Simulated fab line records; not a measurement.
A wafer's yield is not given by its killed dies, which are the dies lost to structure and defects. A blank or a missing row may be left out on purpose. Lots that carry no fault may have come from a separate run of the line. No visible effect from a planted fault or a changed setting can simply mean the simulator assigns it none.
Split-lot experiment ; flow sky130 ; on a route of 708 steps: 5 lots, 23 wafers read

SPLIT DETAILS
At SKY_CONTACT_EXPOSE_11 (exposes mask CTM1, target cd 170 nm), the setting doseMj was moved away from the recipe's 38 on 11 of the 23 wafers read, by -4.7% to +7.4%. The other wafers ran this setting at the recipe's value.

FROM THE SPLIT TO THE READING: what the file shows between them, 2 steps
- SKY_CONTACT_PEB_12
- SKY_CONTACT_DEVELOP_13: develop time 60 s

THE READING
At SKY_CONTACT_CD_MEAS_14: cdNm in nanometres, against a target cd of 170 nm. Typical for fault-free wafers on this fab line: 170.7 nm, with standard deviation 1.7 nm.

wafer;tool, chamber at the split;doseMj as run;against the recipe;cdNm, nm;against lot-mates on the recipe
L074.1;krfScanner-01, 0;38;recipe;171.0;-
L074.2;krfScanner-01, 0;38;recipe;171.2;-
L074.3;krfScanner-01, 0;38;recipe;172.9;-
L074.5;krfScanner-01, 0;40.81;+7.4%;185.0;+13.3
L074.6;krfScanner-01, 0;40.81;+7.4%;186.1;+14.4
L075.1;krfScanner-02, 0;38;recipe;170.9;-
L075.3;krfScanner-02, 0;38.84;+2.2%;175.7;+4.6
L075.4;krfScanner-02, 0;38.84;+2.2%;175.6;+4.5
L075.5;krfScanner-02, 0;38;recipe;171.2;-
L075.6;krfScanner-02, 0;38.84;+2.2%;175.0;+3.9
L077.1;krfScanner-02, 0;36.22;-4.7%;165.8;-7.4
L077.2;krfScanner-02, 0;36.22;-4.7%;163.4;-9.8
L077.4;krfScanner-02, 0;38;recipe;173.3;-
L077.5;krfScanner-02, 0;36.22;-4.7%;163.3;-9.9
L077.6;krfScanner-02, 0;38;recipe;173.1;-
L081.1;krfScanner-02, 0;38;recipe;170.1;-
L081.3;krfScanner-02, 0;38;recipe;171.0;-
L081.4;krfScanner-02, 0;38;recipe;169.6;-
L085.1;krfScanner-02, 0;38;recipe;169.3;-
L085.2;krfScanner-02, 0;36.96;-2.7%;165.2;-3.8
L085.3;krfScanner-02, 0;38;recipe;168.6;-
L085.4;krfScanner-02, 0;36.96;-2.7%;165.0;-3.9
L085.5;krfScanner-02, 0;36.96;-2.7%;164.4;-4.5

THE FIT
A straight line over all 23 wafers: cdNm changes by +1.84 nm for each +1% of doseMj; r = +0.97; the points scatter about the line by 1.5 nm.
The same after taking each lot's own level away (the mean of its wafers on the recipe; 23 wafers): +1.86 nm for each +1%; r = +0.99; scatter 0.75 nm.
According to that fit, moving doseMj by its largest amount changes the reading by 14 nm.
The span of the lots' own levels, 168.95 to 173.20 nm, comes to 2.5 times the standard deviation stated above.
So the lot-to-lot level changes the slope little: the two slopes agree.
Check: with one of the wafers moved furthest among these (+7.4%) left out of the fit, the line predicts +14.1 nm for it against its lot-mates. Against them it came out at +13.3 nm.

THESE WAFERS: OTHER SPLITS
Before the reading, these wafers also passed through other splits. Each is held against what the fit with the lots' levels taken away leaves over:
other split on the same wafers;wafers away from the commonest value;r with cdNm (lot level and that fit taken away)
SKY_LOCAL_INTERCONNECT_SPUTTER_00 timeS;9;+0.14
SKY_LOCAL_INTERCONNECT_EXPOSE_08 doseMj;9;+0.23
SKY_LOCAL_INTERCONNECT_ETCH_13 ionEnergyEv;8;-0.06
SKY_CONTACT_CMP_04 leaveAboveRefNm;6;+0.14

THE WHOLE CHAIN: every reading that the file lists as answering this split, in the file's order
step;what it does;reading;change (the file's fit);r (the file's)
SKY_CONTACT_CD_MEAS_14;target cd 170 nm;cdNm;+1.86 nm for each +1% of the setting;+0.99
SKY_CONTACT_ETCH_16;etches BARC in N2/H2, stops on SiO2, time 45.9 s, target depth 60 nm;CONTACT.cdNm (the simulator's own value, which no gauge read);+1.95 nm for each +1% of the setting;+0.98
SKY_CONTACT_ETCH_17;etches SiO2 in C4F8/O2/Ar, stops on Si3N4, target depth 340 nm;CONTACT.cdNm (the simulator's own value, which no gauge read);+1.96 nm for each +1% of the setting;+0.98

THE FILE'S OWN FIT
cdNm changes by +1.86 nm for each +1% of doseMj, r = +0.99.
